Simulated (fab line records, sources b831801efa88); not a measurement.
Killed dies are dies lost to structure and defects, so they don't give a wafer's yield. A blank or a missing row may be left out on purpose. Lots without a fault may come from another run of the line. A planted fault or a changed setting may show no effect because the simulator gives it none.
Split-lot experiment | flow sfq_line | 5 lots, 23 wafers read, on a route of 325 steps

THE SPLIT
At SFQ_TRILAYER_L0_LITHO_COAT_005 (resist thk 600 nm), the setting spin_rpm was moved away from the recipe's 3000 rpm on 7 of the 23 wafers read, by +2.5% to +7.3%. The other wafers ran this setting at the recipe's value.

The file shows no step between the split and the reading.

THE READING
KrF_of_TRILAYER_L0_LITHO_COAT_005.thk_nm (the simulator's own value, which no gauge read), in nm, at SFQ_TRILAYER_L0_BARC_OPEN_METAL_ETCH_010 (etches BARC in O2, target depth 125 nm, time 41.7 s). The file gives no usual value for it. The 16 wafers here that ran the recipe average 523.4 nm, standard deviation 3.7 nm.

wafer  | tool, chamber at the split | spin_rpm as run, rpm | against the recipe | KrF_of_TRILAYER_L0_LITHO_COAT_005.thk_nm, nm | against lot-mates on the recipe
L075.1 | litho_track-03, 0          | 3074                 | +2.5%              | 514                                          | -9.2
L075.3 | litho_track-03, 0          | 3000                 | recipe             | 523.5                                        | -
L075.4 | litho_track-03, 0          | 3074                 | +2.5%              | 513.2                                        | -10.0
L075.5 | litho_track-03, 0          | 3000                 | recipe             | 523                                          | -
L075.6 | litho_track-03, 0          | 3074                 | +2.5%              | 514.7                                        | -8.5
L079.1 | litho_track-03, 0          | 3000                 | recipe             | 520                                          | -
L079.6 | litho_track-03, 0          | 3000                 | recipe             | 520                                          | -
L079.4 | litho_track-03, 0          | 3000                 | recipe             | 517.5                                        | -
L080.1 | litho_track-04, 0          | 3076                 | +2.5%              | 511.9                                        | -8.7
L080.3 | litho_track-04, 0          | 3000                 | recipe             | 523.2                                        | -
L080.4 | litho_track-04, 0          | 3076                 | +2.5%              | 513.1                                        | -7.5
L080.5 | litho_track-04, 0          | 3000                 | recipe             | 522                                          | -
L080.6 | litho_track-04, 0          | 3000                 | recipe             | 516.6                                        | -
L081.1 | litho_track-01, 0          | 3000                 | recipe             | 527.7                                        | -
L081.2 | litho_track-01, 0          | 3000                 | recipe             | 528.1                                        | -
L081.3 | litho_track-01, 0          | 3000                 | recipe             | 526.1                                        | -
L081.4 | litho_track-01, 0          | 3000                 | recipe             | 529.9                                        | -
L081.6 | litho_track-01, 0          | 3000                 | recipe             | 525.9                                        | -
L085.2 | litho_track-04, 0          | 3000                 | recipe             | 523.6                                        | -
L085.3 | litho_track-04, 0          | 3218                 | +7.3%              | 502.6                                        | -21.1
L085.4 | litho_track-04, 0          | 3218                 | +7.3%              | 506.7                                        | -17.0
L085.5 | litho_track-04, 0          | 3000                 | recipe             | 526.1                                        | -
L085.6 | litho_track-04, 0          | 3000                 | recipe             | 521.4                                        | -

THE FIT
A straight line over all 23 wafers: KrF_of_TRILAYER_L0_LITHO_COAT_005.thk_nm changes by -2.81 nm for each +1% of spin_rpm; r = -0.87; the points scatter about the line by 3.6 nm.
The same after taking each lot's own level away (the mean of its wafers on the recipe; 23 wafers): -2.76 nm for each +1%; r = -0.95; scatter 2 nm.
On that fit, the largest move of spin_rpm shifts the reading by 20 nm.
The lots' own levels span 519.17 to 527.54 nm, that is 2.3 times the standard deviation above.
So the lot-to-lot level changes the slope little: the two slopes agree.
Check: with one of the wafers moved furthest among these (+7.3%) left out of the fit, the line predicts -20 nm for it against its lot-mates. It came out at -21.1 nm against them.

OTHER SPLITS ON THESE WAFERS
These wafers also went through other splits before the reading. Each is held against what the fit with the lots' levels taken away leaves over:
other split on the same wafers             | wafers away from the commonest value | r with KrF_of_TRILAYER_L0_LITHO_COAT_005.thk_nm (lot level and that fit taken away)
SFQ_TRILAYER_INCOMING_OXIDATION_002 temp_c | 10                                   | -0.20

THE WHOLE CHAIN: every reading that the file lists as answering this split, in the file's order
step                                     | what it does                                        | reading                                                                                   | change (the file's fit)              | r (the file's)
SFQ_TRILAYER_L0_LITHO_COAT_005           | resist thk 600 nm                                   | KrF_of_TRILAYER_L0_LITHO_COAT_005.thk_nm (the simulator's own value, which no gauge read) | -2.72 nm for each +1% of the setting | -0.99
SFQ_TRILAYER_L0_BARC_OPEN_METAL_ETCH_010 | etches BARC in O2, target depth 125 nm, time 41.7 s | KrF_of_TRILAYER_L0_LITHO_COAT_005.thk_nm (the simulator's own value, which no gauge read) | -2.78 nm for each +1% of the setting | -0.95

THE FILE'S OWN FIT
KrF_of_TRILAYER_L0_LITHO_COAT_005.thk_nm changes by -2.78 nm for each +1% of spin_rpm, r = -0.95.
